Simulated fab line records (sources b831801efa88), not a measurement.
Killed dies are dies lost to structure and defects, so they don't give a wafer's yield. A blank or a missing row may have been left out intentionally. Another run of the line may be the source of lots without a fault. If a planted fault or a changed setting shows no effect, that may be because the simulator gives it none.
Commonality check across tools || flow gf180mcu || Lots sampled 13, wafers sampled 39

## WHAT PROMPTED THE OPENING
3 of 13 lots carry a flag on the reading POLY_GATE_CVD_00_THK at GF_POLY_GATE_THK_MEAS_01. No-fault wafers: 200.5 nm, standard deviation 1.9.
Rule: a lot is flagged in two cases, either no wafer of it has a number, or all its wafers with numbers fall more than 4 standard deviations from that mean. The rest of the lots are taken to be sound.

{"lot": "L842", "measured": "day 8 13:29", "on": "film metro-03", "POLY_GATE_CVD_00_THK (nm), wafer by wafer": "198.0 199.6 199.3", "flag": ""}
{"lot": "L843", "measured": "day 8 19:17", "on": "film metro-01", "POLY_GATE_CVD_00_THK (nm), wafer by wafer": "198.6 201.0 200.3", "flag": ""}
{"lot": "L844", "measured": "day 9 01:38", "on": "film metro-03", "POLY_GATE_CVD_00_THK (nm), wafer by wafer": "204.4 201.5 202.3", "flag": ""}
{"lot": "L845", "measured": "day 9 07:55", "on": "film metro-03", "POLY_GATE_CVD_00_THK (nm), wafer by wafer": "199.3 196.5 197.6", "flag": ""}
{"lot": "L846", "measured": "day 9 17:05", "on": "film metro-03", "POLY_GATE_CVD_00_THK (nm), wafer by wafer": "199.6 199.8 198.2", "flag": ""}
{"lot": "L847", "measured": "day 10 01:01", "on": "film metro-04", "POLY_GATE_CVD_00_THK (nm), wafer by wafer": "201.0 200.9 199.8", "flag": ""}
{"lot": "L848", "measured": "day 10 08:08", "on": "film metro-04", "POLY_GATE_CVD_00_THK (nm), wafer by wafer": "199.8 200.4 201.3", "flag": ""}
{"lot": "L849", "measured": "day 10 12:53", "on": "film metro-04", "POLY_GATE_CVD_00_THK (nm), wafer by wafer": "198.2 197.4 200.0", "flag": ""}
{"lot": "L850", "measured": "day 10 22:35", "on": "film metro-03", "POLY_GATE_CVD_00_THK (nm), wafer by wafer": "203.9 203.2 202.7", "flag": ""}
{"lot": "L856", "measured": "day 12 12:25", "on": "film metro-04", "POLY_GATE_CVD_00_THK (nm), wafer by wafer": "251.4 252.6 252.1", "flag": "FLAGGED"}
{"lot": "L857", "measured": "day 12 21:43", "on": "film metro-04", "POLY_GATE_CVD_00_THK (nm), wafer by wafer": "254.0 254.8 253.8", "flag": "FLAGGED"}
{"lot": "L858", "measured": "day 12 23:58", "on": "film metro-01", "POLY_GATE_CVD_00_THK (nm), wafer by wafer": "253.6 255.4 255.2", "flag": "FLAGGED"}
{"lot": "L860", "measured": "day 13 22:00", "on": "film metro-04", "POLY_GATE_CVD_00_THK (nm), wafer by wafer": "203.6 200.5 202.4", "flag": ""}
The mean of the flagged lots' numbers is 253.7 nm, +53.2 nm from the usual (+28 standard deviations).

## WHICH TOOL RAN EACH LOT
2 process steps preceding the reading are held in the record, out of 602 steps in the route. Read each cell as the tool, then ch plus the chambers that the sampled wafers visited, then the start.
{"lot": "L842", "flag": "", "GF_DNWELL_STRIP_08": "plasma asher-04 ch 0, day 2 18:48", "GF_POLY_GATE_CVD_00": "lpcvd-02 ch 0, day 8 12:09"}
{"lot": "L843", "flag": "", "GF_DNWELL_STRIP_08": "plasma asher-04 ch 0,1, day 3 00:35", "GF_POLY_GATE_CVD_00": "lpcvd-02 ch 0, day 8 17:57"}
{"lot": "L844", "flag": "", "GF_DNWELL_STRIP_08": "plasma asher-04 ch 0,1, day 3 04:58", "GF_POLY_GATE_CVD_00": "lpcvd-01 ch 1, day 9 00:18"}
{"lot": "L845", "flag": "", "GF_DNWELL_STRIP_08": "plasma asher-03 ch 0,1, day 3 10:28", "GF_POLY_GATE_CVD_00": "lpcvd-02 ch 1, day 9 06:34"}
{"lot": "L846", "flag": "", "GF_DNWELL_STRIP_08": "plasma asher-02 ch 0,1, day 3 16:09", "GF_POLY_GATE_CVD_00": "lpcvd-02 ch 1, day 9 15:45"}
{"lot": "L847", "flag": "", "GF_DNWELL_STRIP_08": "plasma asher-03 ch 0,1, day 3 20:38", "GF_POLY_GATE_CVD_00": "lpcvd-01 ch 0, day 9 23:40"}
{"lot": "L848", "flag": "", "GF_DNWELL_STRIP_08": "plasma asher-04 ch 0,1, day 4 04:32", "GF_POLY_GATE_CVD_00": "lpcvd-01 ch 1, day 10 06:48"}
{"lot": "L849", "flag": "", "GF_DNWELL_STRIP_08": "plasma asher-02 ch 0,1, day 4 07:41", "GF_POLY_GATE_CVD_00": "lpcvd-02 ch 0, day 10 11:33"}
{"lot": "L850", "flag": "", "GF_DNWELL_STRIP_08": "plasma asher-02 ch 0,1, day 4 14:30", "GF_POLY_GATE_CVD_00": "lpcvd-01 ch 0, day 10 20:35"}
{"lot": "L856", "flag": "FLAGGED", "GF_DNWELL_STRIP_08": "plasma asher-03 ch 0,1, day 5 20:51", "GF_POLY_GATE_CVD_00": "lpcvd-02 ch 0, day 12 11:05"}
{"lot": "L857", "flag": "FLAGGED", "GF_DNWELL_STRIP_08": "plasma asher-03 ch 0,1, day 6 03:46", "GF_POLY_GATE_CVD_00": "lpcvd-02 ch 1, day 12 20:23"}
{"lot": "L858", "flag": "FLAGGED", "GF_DNWELL_STRIP_08": "plasma asher-02 ch 1, day 6 06:43", "GF_POLY_GATE_CVD_00": "lpcvd-02 ch 1, day 12 22:37"}
{"lot": "L860", "flag": "", "GF_DNWELL_STRIP_08": "plasma asher-04 ch 0,1, day 6 18:28", "GF_POLY_GATE_CVD_00": "lpcvd-01 ch 1, day 13 20:39"}
What the steps here do:
- GF_DNWELL_STRIP_08: strips in O2/N2.
- GF_POLY_GATE_CVD_00: deposits poly-Si, target thk 200 nm, time 1200 s.
- GF_POLY_GATE_THK_MEAS_01

## FLAGGED OVER TOTAL, TOOL BY TOOL (the gauges that took the reading come last)
{"step": "GF_DNWELL_STRIP_08", "tool": "plasma asher-02", "lots run": 4, "flagged": 1, "share of the flagged lots": "some", "sound lots run after its first flagged lot": 0}
{"step": "GF_DNWELL_STRIP_08", "tool": "plasma asher-03", "lots run": 4, "flagged": 2, "share of the flagged lots": "some", "sound lots run after its first flagged lot": 0}
{"step": "GF_DNWELL_STRIP_08", "tool": "plasma asher-04", "lots run": 5, "flagged": 0, "share of the flagged lots": "none", "sound lots run after its first flagged lot": "-"}
{"step": "GF_POLY_GATE_CVD_00", "tool": "lpcvd-01", "lots run": 5, "flagged": 0, "share of the flagged lots": "none", "sound lots run after its first flagged lot": "-"}
{"step": "GF_POLY_GATE_CVD_00", "tool": "lpcvd-02", "lots run": 8, "flagged": 3, "share of the flagged lots": "all", "sound lots run after its first flagged lot": 0}
{"step": "GF_POLY_GATE_THK_MEAS_01", "tool": "film metro-01", "lots run": 2, "flagged": 1, "share of the flagged lots": "some", "sound lots run after its first flagged lot": 0}
{"step": "GF_POLY_GATE_THK_MEAS_01", "tool": "film metro-03", "lots run": 5, "flagged": 0, "share of the flagged lots": "none", "sound lots run after its first flagged lot": "-"}
{"step": "GF_POLY_GATE_THK_MEAS_01", "tool": "film metro-04", "lots run": 6, "flagged": 2, "share of the flagged lots": "some", "sound lots run after its first flagged lot": "1 (L860)"}

## THE TABLE: WHAT IT ALLOWS
In the table, 1 row covers all flagged lots: lpcvd-02 at GF_POLY_GATE_CVD_00.
- lpcvd-02 at GF_POLY_GATE_CVD_00: 3 of its 8 lots flagged. It ran its last sound lot, L849, at day 10 11:33 and its first flagged lot, L856, at day 12 11:05: a fault with its onset between the two fits. Its own readings lie more than 4 standard deviations out on every wafer of the flagged lots: spike tc centre C, spike tc lower C, spike tc upper C, susceptor temp C.
One tool is left: lpcvd-02 at GF_POLY_GATE_CVD_00.

## WHAT THE SIMULATOR PUT IN
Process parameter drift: lpcvd-02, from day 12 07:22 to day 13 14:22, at GF_POLY_GATE_CVD_00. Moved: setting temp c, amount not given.
Lots struck among those shown: L856, L857, L858. The rule above found the same.
